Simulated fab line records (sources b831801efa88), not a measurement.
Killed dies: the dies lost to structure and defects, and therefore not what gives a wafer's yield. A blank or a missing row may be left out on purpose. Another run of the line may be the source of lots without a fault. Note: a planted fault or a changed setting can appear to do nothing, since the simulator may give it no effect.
Matching of chambers | flow sky130 | 4 sister chambers for SKY_VIA3_ETCH_14 on rie-diel-03
The step etches BARC in N2/H2, stops on SiO2, time 45.9 s, target depth 60 nm. 8 wafers are shown with their chamber, then 10 later ones without.

== WAFERS WITH THEIR CHAMBER ==
wafer  | chamber | throttle-valve-pct (%) | oes-product-au (a.u.)
L080.2 | 2       | 13.238                 | 0.861
L080.3 | 1       | 13.223                 | 0.855
L080.5 | 1       | 13.218                 | 0.860
L080.6 | 2       | 13.230                 | 0.859
L082.1 | 3       | 13.230                 | 0.856
L082.5 | 0       | 13.230                 | 0.851
L083.1 | 3       | 13.230                 | 0.858
L083.4 | 0       | 13.222                 | 0.857

== WAFERS WITH NO CHAMBER GIVEN ==
wafer  | throttle-valve-pct (%) | oes-product-au (a.u.)
L083.5 | 13.229                 | 0.848
L087.1 | 13.221                 | 0.857
L087.3 | 13.204                 | 0.854
L087.4 | 13.235                 | 0.850
L093.1 | 13.225                 | 0.857
L093.2 | 13.212                 | 0.868
L093.4 | 13.237                 | 0.854
L094.2 | 13.232                 | 0.861
L094.4 | 13.224                 | 0.858
L094.6 | 13.236                 | 0.861

== WHICH CHAMBER EACH ONE RAN IN ==
wafer  | from the rows above               | in truth
L083.5 | can't be placed: 0 or 3 or 1      | 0
L087.1 | can't be placed: 1 or 0 or 3      | 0
L087.3 | can't be placed: 1 or 0           | 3
L087.4 | can't be placed: 0 or 3 or 2 or 1 | 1
L093.1 | can't be placed: 1 or 0 or 3 or 2 | 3
L093.2 | can't be placed: 1 or 3 or 2 or 0 | 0
L093.4 | can't be placed: 3 or 2 or 0      | 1
L094.2 | can't be placed: 2 or 3           | 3
L094.4 | can't be placed: 1 or 3 or 0 or 2 | 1
L094.6 | can't be placed: 2 or 3           | 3
Correctly placed: 0 of 10. Cannot be placed on the basis of these rows: 10; the candidates contain the true chamber in 8. Placed wrongly: 0.
How it was worked out, from the rows above alone: a wafer's distance from a chamber is the root of the sum, over the readings, of the square of ((its reading less the chamber's mean) divided by the reading's scatter). If the next closest chamber is less than 2 further off than the closest, the wafer can't be placed; otherwise it belongs to the closest. The mean given for a chamber averages the wafers shown for that chamber. The scatter: take each reading less its chamber's mean, square it, sum over the shown wafers, divide by the number of wafers less the number of chambers, and take the root.
